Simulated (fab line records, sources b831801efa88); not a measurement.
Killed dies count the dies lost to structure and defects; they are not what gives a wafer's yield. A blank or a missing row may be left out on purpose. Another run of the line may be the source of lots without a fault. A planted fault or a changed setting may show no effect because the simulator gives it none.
Code-filled problem report in 8D (eight disciplines) form :: flow sky130 :: the parts of the form that need people (team, actions taken, sign-off) are left out

== 1. WHAT IS WRONG ==
spin speed rpm at SKY_VT_ADJUST_NCORE_COAT_02 reads a mean of 2948.4 rpm on 6 wafers of 2 lots; wafers without a fault read 3000.0 rpm with a standard deviation of 2.2. Relative to the usual mean, that is a shift of -23 standard deviations.
The step: resist thk 1140 nm.
First observed at day 10 03:48: wafer L687.2, on litho track-03. The record holds 39 wafers of 13 lots with a number at this step. Rule for "out", or "out of limits": more than 4 standard deviations from the usual mean. Any other wafer with a number is counted as sound.

== 2. WHAT IT IS; WHAT IT IS NOT ==
question: which readings at this step
is: spin speed rpm
is not: -

question: which lots
is: L687, L688
is not: L681, L686, L692, L693, L697, L698, L699, L700, L701, L702, L703

question: which wafers of those lots
is: all that have a number
is not: -

question: read on which tools
is: litho track-03
is not: litho track-01, litho track-04

question: when
is: from day 10 03:48
is not: up to then (6 sound wafers); but 27 sound wafers of L692, L693, L697, L698, L699, L700, L701, L702, L703 came after

== 3. THE SUSPECTS, EACH WITH WHAT RULES IT OUT ==
Counting: any tool at a process step up to the reading is kept as a suspect provided that every lot that is out went through it and no sound lot did after the first of them.
- litho track-03 at SKY_VT_ADJUST_NCORE_COAT_02 (resist thk 1140 nm): ruled out as a lasting fault. After its first lot that is out, L687 (day 10 03:48), sound lots L698, L700 ran on it.
Left after counting: nothing in the record.

== 4. THE CAUSE (what the simulator had put in) ==
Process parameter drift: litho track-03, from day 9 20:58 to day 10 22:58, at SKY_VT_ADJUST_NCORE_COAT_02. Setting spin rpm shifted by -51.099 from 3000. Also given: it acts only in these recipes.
Counting ruled it out, wrongly.

== 5. SEQUENCE OF EFFECTS, ordered by route ==
Each row: a reading where the mean over the struck wafers with a number is more than 3 standard deviations away from the usual. Only readings for which the record gives a usual standard deviation are gone through. hours: the time from each lot's start at the first step in this table that gives one to its start at this step, as a median over the lots. sigmas: the change in usual standard deviations.
hours: 0
step: SKY_VT_ADJUST_NCORE_COAT_02
reading: spin speed rpm
usual: 3000.0 rpm
on struck wafers: 2948.4
change: -51.6
sigmas: -23

hours: 11
step: SKY_VT_ADJUST_NCORE_STRIP_10
reading: strip time to endpoint s
usual: 14.18 s
on struck wafers: 14.28
change: +0.10
sigmas: +3.1
Its process steps:
- SKY_VT_ADJUST_NCORE_COAT_02: resist thk 1140 nm.
- SKY_VT_ADJUST_NCORE_STRIP_10: strips in O2/N2.
Later steps that measure or inspect, where all struck wafers having a row at the step show a number for every such reading and not one has moved that far: SKY_VT_ADJUST_NCORE_CD_MEAS_07.

== 6. HOW IT WOULD HAVE BEEN CAUGHT EARLIER ==
In this record no reading fell out of limits until day 10 03:48, 7 hours after the fault had begun at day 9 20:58.
